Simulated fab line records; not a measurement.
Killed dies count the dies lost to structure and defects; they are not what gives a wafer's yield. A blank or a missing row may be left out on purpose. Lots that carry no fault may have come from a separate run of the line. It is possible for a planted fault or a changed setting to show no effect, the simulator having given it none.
Commonality check across tools	flow gf180mcu	13 lots, 39 wafers sampled

REASON IT WAS OPENED
Of 13 lots, 2 have the reading NWELL_TW flagged at GF_NWELL_TW_MEAS_11. Fault-free wafers read 1579, with a standard deviation of 13.
Rule: a lot gets a flag if all its wafers with a number sit over 4 standard deviations from that mean, or if no wafer of it has a number. The other lots count as sound.

lot	measured	on	NWELL_TW, wafer by wafer	flag
L184	day 3 08:34	film metro-01	1567 1564 1569	
L186	day 3 19:26	film metro-04	1565 1570 1571	
L187	day 3 23:58	film metro-03	1604 1603 1595	
L189	day 4 11:57	film metro-01	1569 1563 1570	
L190	day 4 16:14	film metro-03	1597 1599 1588	
L191	day 4 22:16	film metro-04	1575 1569 1574	
L192	day 5 04:41	film metro-03	1591 1593 1594	
L193	day 5 07:19	film metro-04	1573 1571 1567	
L194	day 5 13:27	film metro-03	1488 1489 1482	FLAGGED
L195	day 5 18:40	film metro-01	1459 1467 1463	FLAGGED
L204	day 8 03:52	film metro-01	1568 1570 1563	
L206	day 8 15:08	film metro-01	1559 1562 1563	
L205	day 8 16:01	film metro-03	1588 1585 1581	
On average the flagged lots' numbers are 1475, which is -104 against the usual, or -8 standard deviations.

WHICH TOOL EACH LOT WENT THROUGH
The record keeps 1 process step preceding the reading, out of 602 steps on the route. Cell contents, in order: the tool; ch with the chambers the sampled wafers went through; the start.
lot	flag	GF_NWELL_IMPLANT_08
L184		implanter-03 ch 0, day 3 08:10
L186		implanter-01 ch 0, day 3 19:02
L187		implanter-03 ch 0, day 3 23:34
L189		implanter-04 ch 0, day 4 11:34
L190		implanter-04 ch 0, day 4 15:50
L191		implanter-04 ch 0, day 4 21:52
L192		implanter-03 ch 0, day 5 04:19
L193		implanter-03 ch 0, day 5 06:55
L194	FLAGGED	implanter-03 ch 0, day 5 13:05
L195	FLAGGED	implanter-03 ch 0, day 5 18:16
L204		implanter-01 ch 0, day 8 03:28
L206		implanter-04 ch 0, day 8 14:44
L205		implanter-01 ch 0, day 8 15:37
What the steps here do:
- GF_NWELL_IMPLANT_08
- GF_NWELL_TW_MEAS_11

FLAGGED AGAINST TOTAL, ONE TOOL AT A TIME (gauges that did the reading follow at the end)
step	tool	lots run	flagged	share of the flagged lots	sound lots run after its first flagged lot
GF_NWELL_IMPLANT_08	implanter-01	3	0	none	-
GF_NWELL_IMPLANT_08	implanter-03	6	2	all	0
GF_NWELL_IMPLANT_08	implanter-04	4	0	none	-
GF_NWELL_TW_MEAS_11	film metro-01	5	1	some	2 (L204,L206)
GF_NWELL_TW_MEAS_11	film metro-03	5	1	some	1 (L205)
GF_NWELL_TW_MEAS_11	film metro-04	3	0	none	-

WHAT THE TABLE ALLOWS
All flagged lots share 1 row of the table, namely implanter-03 at GF_NWELL_IMPLANT_08.
- implanter-03 at GF_NWELL_IMPLANT_08: 2 of its 6 lots flagged. A fault beginning between L193 (day 5 06:55), its last sound lot, and L194 (day 5 13:05), its first flagged one, fits the data. Its own readings (dose ions cm2, faraday current uA) fall more than 4 standard deviations out on all wafers of the flagged lots.
What remains is a single tool, implanter-03 at GF_NWELL_IMPLANT_08.

WHAT THE SIMULATOR PUT IN
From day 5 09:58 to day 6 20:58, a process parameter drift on implanter-03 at GF_NWELL_IMPLANT_08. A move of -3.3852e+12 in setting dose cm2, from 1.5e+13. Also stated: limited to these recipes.
Shown lots that were struck: L194, L195. The same result came from the rule above.
